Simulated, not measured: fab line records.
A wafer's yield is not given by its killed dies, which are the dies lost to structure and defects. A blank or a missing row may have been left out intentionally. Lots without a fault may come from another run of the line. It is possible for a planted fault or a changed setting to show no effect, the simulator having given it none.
fab line records	flow sky130
record lots=6	wafers=18	last-day=50
route steps=708 shown VT_ADJUST_LVTN@116 VT_ADJUST_NCORE@119 VT_ADJUST_HVTR@131 PAD_OPEN@708
lots that met no fault: from a run of the same line without faults
start-h: the number of hours between the record's first day and the start of the first shown wafer of the lot	wait-h: hours elapsed since this lot's preceding step	" as in the row above	L1.1+2: several wafers, shown together as one row	- value missing, or start not given	* or withheld: withheld	< > ~ a bound
route shown NAME@n: names a module that has steps shown in the file, with the first one's number in the route	usual: average and standard deviation across the fault-free wafers	same: alike in all rows	chamber/n: place in a boat	sites: readings site by site	_std_site: how widely they spread, as a standard deviation	_edge_site: inner sites' mean taken away from outer sites' mean	radius-mm: for every site, how far away it sits from the centre of the wafer	mask NAME#n: copy n	behind: the last tool/chamber to shape the wafer	hold: why the lot went on hold/how many hours it stayed there/how the hold came to an end	device: whichever transistor did not switch (one of n, p or np)	end of line: the tests these same wafers got at the end of their route	step lacking rows: just its recipe	killed: dies that structure and defects cost at the first sort, which is not the same as the wafer's yield	map: per-die view of a wafer (x killed, . not killed, _ where there is no die)
set.NAME: the run value of the setting; set.NAME@STEP: its run value at that earlier step	model.NAME: the simulator's own value behind a step, which no gauge read
a table for each step, a row for each wafer; lots at some steps of the route
services: from which hour (start-h, from the record's first day; less than 0 if before it) a tool's chamber was out of use, for how many hours, and why
## steps
# step SKY_VT_ADJUST_LVTN_IMPLANT_19
# recipe species=B	energy-kev=30	dose-cm2=6.5e+11	tilt-deg=withheld
# step SKY_VT_ADJUST_LVTN_STRIP_20
# recipe chemistry=O2/N2	power-w=1400	pressure-mtorr=1500	platen-temp-c=withheld	o2-flow-sccm=3000	n2-flow-sccm=300	overash-fraction=0.5
# usual chamber-pressure-mTorr=1500.0/1.3	drypump-motor-current-A=6.1/0.53	oes-product-au=0.715/0.0048	strip-time-to-endpoint-s=14.17/0.045
lot.wafer	tool	chamber	start-h	wait-h	chamber-pressure-mTorr	drypump-motor-current-A	oes-product-au	rf-hours-counter-h	strip-time-to-endpoint-s
L894.3	plasma-asher-02	0	238.54	0.1	1499.6	5.4	0.714	-	14.22
L894.4	"	1	"	"	1501.4	5.7	0.720	-	14.23
L894.6	"	1	"	"	1499.3	5.7	0.722	-	14.20
L895.1	plasma-asher-01	0	251.72	0.1	1499.8	6.5	0.726	43	14.18
L895.4	"	0	"	"	1499.5	6.5	0.720	-	14.21
L895.5	"	1	"	"	1499.7	6.6	0.709	-	14.17
L898.1	plasma-asher-01	0	274.12	0.1	1499.7	6.5	0.718	45	14.21
L898.2	"	1	"	"	1499.3	6.6	0.719	45	14.23
L898.3	"	1	"	"	1497.5	6.6	0.712	-	14.21
L901.3	plasma-asher-02	0	290.09	0.1	1499.0	5.3	0.717	-	14.14
L901.4	"	1	"	"	1500.0	5.7	0.710	-	14.10
L901.5	"	1	"	"	1502.2	5.7	0.714	-	14.15
L902.2	plasma-asher-01	1	299.91	0.1	1500.5	6.6	0.718	47	14.08
L902.3	"	1	"	"	1498.9	6.6	0.720	-	14.07
L902.6	"	1	"	"	1496.9	6.6	0.712	-	14.09
L905.1	plasma-asher-04	1	326.21	0.1	1500.8	5.2	0.710	21	14.13
L905.3	"	0	"	"	1497.5	5.5	0.721	-	14.15
L905.6	"	0	"	"	1501.7	5.5	0.711	-	14.14
# step SKY_VT_ADJUST_LVTN_TW_MEAS_21
# usual VT_ADJUST_LVTN_2_TW=188.0/2.1
lot.wafer	tool	chamber	start-h	wait-h	VT_ADJUST_LVTN_2_TW
L894.3	film-metro-01	-	238.63	0.1	190.6
L894.4	"	-	"	"	191.1
L894.6	"	-	"	"	190.1
L895.1	film-metro-02	-	251.82	0.1	187.0
L895.4	"	-	"	"	186.3
L895.5	"	-	"	"	186.2
L898.1	film-metro-03	-	274.22	0.1	187.8
L898.2	"	-	"	"	186.9
L898.3	"	-	"	"	188.6
L901.3	film-metro-03	-	290.18	0.1	187.5
L901.4	"	-	"	"	188.4
L901.5	"	-	"	"	187.1
L902.2	film-metro-02	-	300.02	0.1	185.6
L902.3	"	-	"	"	184.3
L902.6	"	-	"	"	184.9
L905.1	film-metro-02	-	326.31	0.1	186.3
L905.3	"	-	"	"	186.7
L905.6	"	-	"	"	186.9
# step SKY_VT_ADJUST_NCORE_DEHYDRATE_00
# recipe temp-c=200	time-s=60
# step SKY_VT_ADJUST_NCORE_HMDS_01
# recipe prime-time-s=60	prime-temp-c=120
# step SKY_VT_ADJUST_NCORE_COAT_02
# recipe resist=NOVOLAK	spin-rpm=3000	resist-thk-nm=1140
# step SKY_VT_ADJUST_NCORE_SOFTBAKE_03
# recipe temp-c=90	time-s=60	resist=NOVOLAK
# step SKY_VT_ADJUST_NCORE_EXPOSE_04
# recipe mask-id=LVTN_COMPLEMENT_THIN	na=0.6	source-shape=conventional	sigma-outer=0.6	polarization=unpolarized	target-cd-nm=380	dose-mj=139
# step SKY_VT_ADJUST_NCORE_PEB_05
# recipe temp-c=withheld	time-s=*	resist=NOVOLAK
# step SKY_VT_ADJUST_NCORE_DEVELOP_06
# recipe resist=NOVOLAK	developer=TMAH	develop-time-s=60	dev-temp-c=23
# step SKY_VT_ADJUST_NCORE_CD_MEAS_07
# recipe target-cd-nm=380
# usual cd-nm=380.0/2.4
lot.wafer	tool	chamber	start-h	wait-h	cd-nm
L894.3	cd-sem-01	-	263.00	0.1	378.7
L894.4	"	-	"	"	378.8
L894.6	"	-	"	"	378.8
L895.1	cd-sem-01	-	276.78	0.1	381.2
L895.4	"	-	"	"	379.9
L895.5	"	-	"	"	380.6
L898.1	cd-sem-01	-	299.81	0.1	380.2
L898.2	"	-	"	"	379.5
L898.3	"	-	"	"	379.6
L901.3	cd-sem-02	-	315.96	0.1	373.7
L901.4	"	-	"	"	374.6
L901.5	"	-	"	"	372.8
L902.2	cd-sem-01	-	325.90	0.1	379.6
L902.3	"	-	"	"	379.5
L902.6	"	-	"	"	377.4
L905.1	cd-sem-02	-	353.01	0.1	378.5
L905.3	"	-	"	"	380.0
L905.6	"	-	"	"	379.7
# step SKY_VT_ADJUST_NCORE_OVL_MEAS_08
# usual VT_ADJUST_NCORE_OVL=0.4/1.6
lot.wafer	tool	chamber	start-h	wait-h	VT_ADJUST_NCORE_OVL[nm]
L894.3	overlay-02	-	263.09	0.1	-3.8
L894.4	"	-	"	"	-2.2
L894.6	"	-	"	"	-3.9
L895.1	overlay-02	-	276.90	0.1	1.6
L895.4	"	-	"	"	1.9
L895.5	"	-	"	"	-1.4
L898.1	overlay-01	-	299.93	0.1	0.9
L898.2	"	-	"	"	-1.9
L898.3	"	-	"	"	-1.3
L901.3	overlay-01	-	316.05	0.1	0.7
L901.4	"	-	"	"	-0.3
L901.5	"	-	"	"	0.7
L902.2	overlay-01	-	326.01	0.1	0.8
L902.3	"	-	"	"	4.2
L902.6	"	-	"	"	2.8
L905.1	overlay-01	-	353.13	0.1	3.1
L905.3	"	-	"	"	2.9
L905.6	"	-	"	"	2.6
# step SKY_VT_ADJUST_NCORE_IMPLANT_09
# recipe species=B	energy-kev=10	dose-cm2=2.4e+12	tilt-deg=withheld
# usual beam-on-s=9.99/0.22	faraday-current-uA=13.54/0.3
lot.wafer	tool	chamber	start-h	wait-h	beam-on-s	faraday-current-uA
L894.3	implanter-01	0	263.16	0.1	9.55	14.10
L894.4	"	0	"	"	10.14	13.38
L894.6	"	0	"	"	10.39	12.99
L895.1	implanter-04	0	276.94	0.0	10.16	13.37
L895.4	"	0	"	"	10.03	13.51
L895.5	"	0	"	"	10.12	13.44
L898.1	implanter-03	0	299.96	0.0	9.98	13.58
L898.2	"	0	"	"	9.79	13.82
L898.3	"	0	"	"	9.97	13.57
L901.3	implanter-04	0	316.13	0.1	11.62	11.67
L901.4	"	0	"	"	11.70	11.55
L901.5	"	0	"	"	10.95	12.32
L902.2	implanter-04	0	326.08	0.1	11.39	11.89
L902.3	"	0	"	"	11.34	11.92
L902.6	"	0	"	"	11.22	12.01
L905.1	implanter-01	0	353.16	0.0	10.13	13.33
L905.3	"	0	"	"	10.43	12.98
L905.6	"	0	"	"	10.24	13.16
# step SKY_VT_ADJUST_NCORE_STRIP_10
# recipe chemistry=O2/N2	power-w=1400	pressure-mtorr=1500	platen-temp-c=withheld	o2-flow-sccm=3000	n2-flow-sccm=300	overash-fraction=0.5
# usual chamber-pressure-mTorr=1500.0/1.4	drypump-motor-current-A=5.8/0.44	oes-product-au=0.717/0.0044	strip-time-to-endpoint-s=14.18/0.042
lot.wafer	tool	chamber	start-h	wait-h	chamber-pressure-mTorr	drypump-motor-current-A	oes-product-au	rf-hours-counter-h	strip-time-to-endpoint-s
L894.3	plasma-asher-02	1	263.30	0.1	1499.7	5.7	0.708	-	14.19
L894.4	"	0	"	"	1497.0	5.4	0.712	-	14.15
L894.6	"	1	"	"	1498.9	5.7	0.712	-	14.17
L895.1	plasma-asher-02	0	277.09	0.1	1499.1	5.3	0.719	60	14.19
L895.4	"	1	"	"	1499.2	5.7	0.719	-	14.13
L895.5	"	0	"	"	1499.0	5.3	0.722	-	14.14
L898.1	plasma-asher-02	1	300.11	0.1	1499.9	5.7	0.718	62	14.11
L898.2	"	0	"	"	1499.1	5.3	0.725	62	14.14
L898.3	"	1	"	"	1497.8	5.7	0.723	-	14.23
L901.3	plasma-asher-03	1	316.26	0.1	1502.6	5.8	0.718	-	14.23
L901.4	"	0	"	"	1502.2	5.6	0.711	-	14.24
L901.5	"	1	"	"	1502.6	5.8	0.717	-	14.18
L902.2	plasma-asher-02	0	326.21	0.1	1496.5	5.3	0.711	65	14.10
L902.3	"	0	"	"	1499.4	5.3	0.726	-	14.16
L902.6	"	0	"	"	1499.4	5.4	0.715	-	14.11
L905.1	plasma-asher-01	0	353.31	0.1	1503.3	6.5	0.714	52	14.25
L905.3	"	1	"	"	1498.2	6.5	0.714	-	14.23
L905.6	"	1	"	"	1500.1	6.6	0.723	-	14.27
# step SKY_VT_ADJUST_NCORE_TW_MEAS_11
# usual VT_ADJUST_NCORE_TW=220.0/2.4
lot.wafer	tool	chamber	start-h	wait-h	VT_ADJUST_NCORE_TW
L894.3	film-metro-04	-	263.38	0.1	216.7
L894.4	"	-	"	"	216.5
L894.6	"	-	"	"	216.3
L895.1	film-metro-04	-	277.19	0.1	215.4
L895.4	"	-	"	"	216.6
L895.5	"	-	"	"	215.9
L898.1	film-metro-01	-	300.21	0.1	221.2
L898.2	"	-	"	"	222.0
L898.3	"	-	"	"	222.9
L901.3	film-metro-03	-	316.35	0.1	227.3
L901.4	"	-	"	"	227.7
L901.5	"	-	"	"	228.5
L902.2	film-metro-01	-	326.32	0.1	231.3
L902.3	"	-	"	"	231.7
L902.6	"	-	"	"	230.5
L905.1	film-metro-03	-	353.41	0.1	219.9
L905.3	"	-	"	"	218.7
L905.6	"	-	"	"	219.5
# step SKY_VT_ADJUST_HVTR_DEHYDRATE_00
# recipe temp-c=200	time-s=60
# step SKY_PAD_OPEN_PROBE_99
# usual killed_at_M0_to_M3=45/6.8	killed_at_M4_up=3.2/1.6	killed-at-contacts=24/5.1	killed-at-front-end=14/4.4	killed-at-other=0.4/0.65	killed-dies=87/8.8	killed-open=47/7.2	killed-short=39/6.1
# same gross-dies=492	killed-at-back-side=0
lot.wafer	tool	chamber	start-h	wait-h	killed_at_M0_to_M3	killed_at_M4_up	killed-at-contacts	killed-at-front-end	killed-at-other	killed-dies	killed-open	killed-short	model.etest.nfet_16v.r-on-ohm-um	model.etest.pfet-g5v0d10v5.r-on-ohm-um	model.etest.res-pwell-under-gate.rs-ohm-sq	model.etest.pfet-g5v0d10v5.drive-ua-um	model.etest.pfet_16v.drive-ua-um	model.etest.nfet_16v.drive-ua-um	model.etest.pfet-g5v0d10v5.off-log10-a-um	model.etest.pfet-g5v0d10v5.vt-sat-v
L894.3	prober-01	-	1143.51	0.2	44	3	27	19	0	93	45	47	1.396e+04	4823	2266	334.4	241.6	221.7	-12.72	-0.6664
L894.4	prober-01	-	1143.56	0.2	51	3	20	20	1	95	55	40	1.412e+04	4845	2268	337.1	243.1	220.7	-12.57	-0.6378
L894.6	prober-01	-	1143.66	0.2	54	3	24	8	0	89	50	38	1.424e+04	4873	2278	331.3	239.7	216.8	-12.64	-0.6415
L895.1	prober-01	-	1150.83	0.1	40	3	22	11	0	76	41	34	1.371e+04	4704	2276	343.2	246.2	228.1	-12.85	-0.6527
L895.4	prober-01	-	1150.98	0.2	41	4	22	17	0	84	49	35	1.39e+04	4805	2289	340.7	245.7	225.3	-12.85	-0.6738
L895.5	prober-01	-	1151.03	0.2	37	2	24	18	0	81	45	36	1.381e+04	4799	2288	339.1	240.1	224.2	-12.79	-0.6699
L898.1	prober-02	-	1169.99	0.1	44	6	20	12	0	82	43	39	1.391e+04	4656	2291	348.1	243	228.3	-12.79	-0.6663
L898.2	prober-02	-	1170.04	0.1	37	6	22	16	0	81	46	35	1.384e+04	4637	2300	349.4	251.7	229.1	-12.79	-0.6484
L898.3	prober-02	-	1170.09	0.2	40	2	25	13	0	80	35	45	1.396e+04	4609	2286	352.6	244.1	227.5	-12.56	-0.6343
L901.3	prober-01	-	1193.57	0.2	41	3	20	13	0	77	39	38	1.466e+04	4499	2242	360.2	256.6	217.2	-10.85	-0.47
L901.4	prober-01	-	1193.62	0.2	49	2	20	17	0	88	44	44	1.472e+04	4594	2227	360.4	253.7	213.7	-10.63	-0.4485
L901.5	prober-01	-	1193.67	0.2	55	3	30	15	0	103	51	52	1.45e+04	4501	2235	364.1	260.2	219.9	-10.93	-0.4781
L902.2	prober-02	-	1195.17	0.1	55	5	22	10	1	93	49	44	1.434e+04	4518	2230	363.6	257.8	218.9	-10.96	-0.4707
L902.3	prober-02	-	1195.22	0.2	35	4	25	15	1	80	37	42	1.445e+04	4512	2223	359.9	256.1	216.1	-10.74	-0.4657
L902.6	prober-02	-	1195.37	0.2	38	1	30	6	0	75	37	37	1.434e+04	4458	2220	362.7	258	221.6	-10.93	-0.4865
L905.1	prober-01	-	1202.93	0.1	54	4	17	19	0	94	46	48	1.352e+04	4620	2290	353	248.8	231.9	-12.28	-0.6165
L905.3	prober-01	-	1203.03	0.2	47	2	18	13	1	81	45	36	1.38e+04	4707	2304	339.6	242.3	227.3	-12.71	-0.6554
L905.6	prober-01	-	1203.18	0.2	53	2	29	14	1	99	59	39	1.369e+04	4699	2282	344.7	248.2	228.1	-12.6	-0.6432
# killed by level:class
L894.3 VIA1:geometric-particle:open=12 CONTACT:geometric-particle:open=10 POLY_GATE:geometric-particle:open=7 CONTACT:geometric-particle:short=6 VIA3:geometric-particle:open=6 POLY_GATE:geometric-particle:short=5 METAL2:geometric-particle:short=5 FIELD_ISO:geometric-particle:short=4
L894.4 VIA1:geometric-particle:open=12 METAL2:geometric-particle:short=9 FIELD_ISO:geometric-particle:open=8 VIA3:geometric-particle:open=8 METAL1:geometric-particle:short=7 LI_CONTACT:geometric-particle:open=6 CONTACT:geometric-particle:open=6 VIA2:geometric-particle:open=6
L894.6 VIA2:geometric-particle:open=14 VIA1:geometric-particle:open=11 VIA1:geometric-particle:short=9 CONTACT:geometric-particle:open=8 LOCAL_INTERCONNECT:geometric-particle:short=7 LI_CONTACT:geometric-particle:open=6 VIA3:geometric-particle:open=5 POLY_GATE:geometric-particle:short=4
L895.1 CONTACT:geometric-particle:open=11 VIA1:geometric-particle:open=8 VIA3:geometric-particle:open=6 VIA3:geometric-particle:short=6 LI_CONTACT:geometric-particle:open=5 CONTACT:geometric-particle:short=5 VIA2:geometric-particle:open=5 VIA2:geometric-particle:short=4
L895.4 VIA3:geometric-particle:open=10 LI_CONTACT:geometric-particle:open=8 CONTACT:geometric-particle:open=8 VIA2:geometric-particle:open=6 VIA1:geometric-particle:open=6 FIELD_ISO:geometric-particle:short=5 POLY_GATE:geometric-particle:short=5 VIA1:geometric-particle:short=5
L895.5 VIA1:geometric-particle:open=9 LI_CONTACT:geometric-particle:open=8 VIA3:geometric-particle:open=7 CONTACT:geometric-particle:open=5 CONTACT:geometric-particle:short=5 VIA2:geometric-particle:open=5 VIA3:geometric-particle:short=5 LOCAL_INTERCONNECT:geometric-particle:short=4
L898.1 CONTACT:geometric-particle:open=11 VIA3:geometric-particle:open=9 VIA1:geometric-particle:open=8 METAL1:geometric-particle:short=5 FIELD_ISO:geometric-particle:open=4 FIELD_ISO:geometric-particle:short=4 CONTACT:geometric-particle:short=4 VIA1:geometric-particle:short=4
L898.2 VIA1:geometric-particle:open=12 LI_CONTACT:geometric-particle:open=7 CONTACT:geometric-particle:open=7 METAL1:geometric-particle:short=6 VIA1:geometric-particle:short=5 METAL4:geometric-particle:short=5 POLY_GATE:geometric-particle:open=4 LOCAL_INTERCONNECT:geometric-particle:short=4
L898.3 CONTACT:geometric-particle:open=8 METAL1:geometric-particle:short=8 VIA1:geometric-particle:open=7 METAL2:geometric-particle:short=7 LI_CONTACT:geometric-particle:open=6 FIELD_ISO:geometric-particle:short=5 FIELD_ISO:geometric-particle:open=4 CONTACT:geometric-particle:short=4
L901.3 LI_CONTACT:geometric-particle:open=7 CONTACT:geometric-particle:open=7 VIA1:geometric-particle:open=7 VIA1:geometric-particle:short=6 VIA3:geometric-particle:short=6 FIELD_ISO:geometric-particle:open=5 VIA2:geometric-particle:open=5 METAL1:geometric-particle:short=5
L901.4 VIA1:geometric-particle:open=10 VIA2:geometric-particle:open=6 METAL1:geometric-particle:short=6 VIA3:geometric-particle:open=6 POLY_GATE:geometric-particle:open=5 LI_CONTACT:geometric-particle:open=5 CONTACT:geometric-particle:open=5 FIELD_ISO:geometric-particle:short=4
L901.5 VIA2:geometric-particle:open=12 LOCAL_INTERCONNECT:geometric-particle:short=8 METAL1:geometric-particle:short=8 VIA1:geometric-particle:open=8 FIELD_ISO:geometric-particle:short=7 CONTACT:geometric-particle:short=7 METAL3:geometric-particle:short=7 CONTACT:geometric-particle:open=7
L902.2 CONTACT:geometric-particle:open=10 LI_CONTACT:geometric-particle:open=9 VIA1:geometric-particle:short=8 VIA1:geometric-particle:open=8 METAL2:geometric-particle:short=8 VIA3:geometric-particle:open=8 VIA2:geometric-particle:open=7 METAL1:geometric-particle:short=6
L902.3 LI_CONTACT:geometric-particle:open=10 VIA1:geometric-particle:short=6 FIELD_ISO:geometric-particle:short=5 CONTACT:geometric-particle:open=5 VIA2:geometric-particle:open=5 POLY_GATE:geometric-particle:short=4 VIA2:geometric-particle:short=4 VIA3:geometric-particle:short=4
L902.6 CONTACT:geometric-particle:open=11 CONTACT:geometric-particle:short=8 METAL1:geometric-particle:short=6 VIA3:geometric-particle:open=6 VIA1:geometric-particle:open=6 VIA3:geometric-particle:short=6 METAL2:geometric-particle:short=5 LI_CONTACT:geometric-particle:open=4
L905.1 VIA1:geometric-particle:open=13 METAL2:geometric-particle:short=9 METAL1:geometric-particle:short=7 CONTACT:geometric-particle:open=6 VIA2:geometric-particle:open=5 VIA3:geometric-particle:open=5 METAL4:geometric-particle:short=4 VIA3:geometric-particle:short=4
L905.3 VIA2:geometric-particle:open=11 VIA1:geometric-particle:open=10 CONTACT:geometric-particle:open=9 VIA1:geometric-particle:short=8 LI_CONTACT:geometric-particle:open=5 METAL2:geometric-particle:short=4 VIA2:geometric-particle:short=4 FIELD_ISO:geometric-particle:short=3
L905.6 VIA3:geometric-particle:open=15 CONTACT:geometric-particle:open=12 VIA1:geometric-particle:open=9 VIA2:geometric-particle:open=7 CONTACT:geometric-particle:short=5 FIELD_ISO:geometric-particle:open=4 LI_CONTACT:geometric-particle:open=4 METAL1:geometric-particle:short=4
## services
tool	chamber	start-h	hours	kind
plasma-asher-02	-	231.53	0.8	repair
implanter-04	-	234.45	1.7	repair
plasma-asher-04	-	264.16	5.2	repair
implanter-01	-	289.80	2.5	pm
plasma-asher-01	-	314.88	2.8	pm
implanter-03	-	321.66	4.8	pm
## key
first-sign step=SKY_VT_ADJUST_NCORE_IMPLANT_09	reading=beam-on-s	direction=up	sigmas=6.1	usual=9.99	struck=11.37
effect step=SKY_VT_ADJUST_NCORE_IMPLANT_09	reading=faraday-current-uA	direction=down	sigmas=5.5	usual=13.54	struck=11.89
effect step=SKY_VT_ADJUST_NCORE_TW_MEAS_11	reading=VT_ADJUST_NCORE_TW	direction=up	sigmas=4	usual=220.0	struck=229.5
model-effect step=SKY_PAD_OPEN_PROBE_99	value=etest.nfet_16v.r-on-ohm-um	without=1.394e+04	struck=1.45e+04
met-at SKY_VT_ADJUST_NCORE_IMPLANT_09
struck-wafers L901.3,L901.4,L901.5,L902.2,L902.3,L902.6
tester-left-out L901,L902
onset-between 276.94 316.13
fault kind=process-parameter-drift	tool=implanter-04	chamber=-	onset-h=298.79	steps=SKY_VT_ADJUST_NCORE_IMPLANT_09	channel=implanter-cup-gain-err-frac	offset=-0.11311	shape=step	end-h=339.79
# tester-left-out: of these lots the tester's yield and bins aren't shown, on N5 and GAA mostly nor the transistor test; their killed dies are dies lost to structure and defects alone, not to doping, threshold or leakage, so they don't give the yield
